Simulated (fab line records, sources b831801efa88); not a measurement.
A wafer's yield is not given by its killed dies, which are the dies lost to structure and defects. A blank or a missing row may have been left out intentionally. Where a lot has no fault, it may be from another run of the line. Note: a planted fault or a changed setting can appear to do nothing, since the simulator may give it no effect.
Which of the tools did it? ; flow gf180mcu ; 13 lots, 38 wafers sampled, at 5 steps of a route of 602

== WHAT THE GAUGES READ, wafer by wafer ==
GF_M2_THK_MEAS_06: measures by xrf. Usual: for M2_ALCU_THK the level is 452 nm and the standard deviation is 6.2.
lot;measured;on;M2_ALCU_THK (nm);flag
L347;day 18 04:46;film metro-01;444 443 445;
L350;day 19 05:41;film metro-03;457 451 457;
L351;day 19 19:05;film metro-01;448 456 450;
L354;day 20 23:10;film metro-01;458 462 455;
L355;day 21 07:22;film metro-04;447 428 454;
L356;day 21 19:12;film metro-04;454 450 455;
L357;day 21 19:51;film metro-04;447 423;
L363;day 23 22:10;film metro-01;455 459 457;
L365;day 24 16:57;film metro-04;443 456 454;
L366;day 24 23:34;film metro-01;464 456 460;
L368;day 25 12:22;film metro-04;447 440 446;
L369;day 25 20:19;film metro-01;454 451 447;
L370;day 26 05:47;film metro-01;462 458 462;

GF_M2_CD_MEAS_14: target cd 280 nm. Usual: cd nm 279.6 nm, standard deviation 1.2.
lot;measured;on;cd nm (nm);flag
L347;day 19 04:52;cd sem-01;277.4 277.3 278.6;
L350;day 20 05:48;cd sem-02;278.3 279.0 278.2;
L351;day 20 18:45;cd sem-02;279.0 278.6 278.2;
L354;day 21 22:08;cd sem-02;277.7 280.0 279.6;
L355;day 22 06:20;cd sem-01;280.3 281.3 280.7;
L356;day 22 17:16;cd sem-01;280.6 280.8 281.6;
L357;day 22 18:34;cd sem-02;279.6 279.9;
L363;day 25 05:18;cd sem-02;279.7 279.9 280.8;
L365;day 25 14:27;cd sem-01;278.9 278.8 278.3;
L366;day 25 20:42;cd sem-01;280.5 281.5 280.5;
L368;day 26 09:58;cd sem-01;279.8 280.5 280.1;
L369;day 26 16:47;cd sem-02;279.6 280.2 280.9;
L370;day 27 02:22;cd sem-02;280.5 280.0 281.2;

== WHAT TOOL EACH LOT RAN ON (gives the tool, then ch and the chambers of the sampled wafers, and finally the start) ==
lot;GF_V1_SPUTTER_22;GF_V1_CVD_23;GF_M2_SPUTTER_04
L347;pvd sputter-03, day 18 03:47;cvd w-01 ch 0,1, day 18 03:49;pvd sputter-04, day 18 04:36
L350;pvd sputter-03, day 19 04:43;cvd w-02 ch 0,1, day 19 04:45;pvd sputter-04, day 19 05:31
L351;pvd sputter-03, day 19 18:07;cvd w-02 ch 0,1, day 19 18:10;pvd sputter-04, day 19 18:56
L354;pvd sputter-04, day 20 22:11;cvd w-02 ch 0,1, day 20 22:15;pvd sputter-03, day 20 22:59
L355;pvd sputter-04, day 21 06:23;cvd w-02 ch 0,1, day 21 06:25;pvd sputter-03, day 21 07:11
L356;pvd sputter-04, day 21 18:13;cvd w-02 ch 0,1, day 21 18:16;pvd sputter-04, day 21 19:02
L357;pvd sputter-03, day 21 18:43;cvd w-02 ch 0, day 21 18:46;pvd sputter-03, day 21 19:41
L363;pvd sputter-03, day 23 21:11;cvd w-01 ch 0,1, day 23 21:14;pvd sputter-01, day 23 22:01
L365;pvd sputter-03, day 24 15:59;cvd w-01 ch 0,1, day 24 16:01;pvd sputter-04, day 24 16:47
L366;pvd sputter-02, day 24 22:35;cvd w-01 ch 0,1, day 24 22:38;pvd sputter-03, day 24 23:24
L368;pvd sputter-02, day 25 11:22;cvd w-01 ch 0,1, day 25 11:27;pvd sputter-04, day 25 12:11
L369;pvd sputter-04, day 25 19:19;cvd w-01 ch 0,1, day 25 19:24;pvd sputter-04, day 25 20:08
L370;pvd sputter-04, day 26 04:48;cvd w-01 ch 0,1, day 26 04:50;pvd sputter-03, day 26 05:37
- GF_V1_SPUTTER_22: material TiN, target thk 10 nm, time 40 s.
- GF_V1_CVD_23: deposits W, target thk 350 nm, time 105.05 s.
- GF_M2_SPUTTER_04: material TiN, target thk 50 nm, time 41.7 s.

== AS READ BY THE TOOLS THEMSELVES (means over the sampled wafers that have a number; for cases with no such wafer, the mark the record gives instead) ==
GF_V1_SPUTTER_22. Usual: throttle valve pct 30.5 %, standard deviation 0.73.
lot;tool;throttle valve pct (%);flag
L347;pvd sputter-03;30.5;
L350;pvd sputter-03;30.8;
L351;pvd sputter-03;30.4;
L354;pvd sputter-04;30.3;
L355;pvd sputter-04;30.8;
L356;pvd sputter-04;30.2;
L357;pvd sputter-03;29.8;
L363;pvd sputter-03;30.3;
L365;pvd sputter-03;30.3;
L366;pvd sputter-02;29.7;
L368;pvd sputter-02;30.5;
L369;pvd sputter-04;30.5;
L370;pvd sputter-04;31.4;

GF_V1_CVD_23. Usual: heater power w 880 W, standard deviation 71.
lot;tool;heater power w (W);flag
L347;cvd w-01;821;
L350;cvd w-02;901;
L351;cvd w-02;915;
L354;cvd w-02;919;
L355;cvd w-02;928;
L356;cvd w-02;918;
L357;cvd w-02;887;
L363;cvd w-01;833;
L365;cvd w-01;840;
L366;cvd w-01;837;
L368;cvd w-01;842;
L369;cvd w-01;846;
L370;cvd w-01;821;

GF_M2_SPUTTER_04. Usual: throttle valve pct 30.4 %, standard deviation 0.71.
lot;tool;throttle valve pct (%);flag
L347;pvd sputter-04;30.2;
L350;pvd sputter-04;31.3;
L351;pvd sputter-04;30.2;
L354;pvd sputter-03;29.9;
L355;pvd sputter-03;30.7;
L356;pvd sputter-04;31.4;
L357;pvd sputter-03;30.1;
L363;pvd sputter-01;29.2;
L365;pvd sputter-04;31.0;
L366;pvd sputter-03;30.3;
L368;pvd sputter-04;30.3;
L369;pvd sputter-04;30.3;
L370;pvd sputter-03;30.7;

== THE ANSWER, worked out from the rows above alone ==
Rule: a lot counts as off when the mean over its wafers that have a number is more than 3 standard deviations away from the usual mean. A lot without any number at a reading at which 4 lots or more have one is off too. The other lots that the step has rows for count as sound. After the gauges, taken in route order, come the tools' own readings; for these a lot's mean is taken, as printed above. The first step at which some lot is off is used, and at that step the reading that is off furthest; a lot without a number counts as furthest.
None of the lots is off at any reading shown; this tells nothing.

== WHAT WAS PUT IN BY THE SIMULATOR ==
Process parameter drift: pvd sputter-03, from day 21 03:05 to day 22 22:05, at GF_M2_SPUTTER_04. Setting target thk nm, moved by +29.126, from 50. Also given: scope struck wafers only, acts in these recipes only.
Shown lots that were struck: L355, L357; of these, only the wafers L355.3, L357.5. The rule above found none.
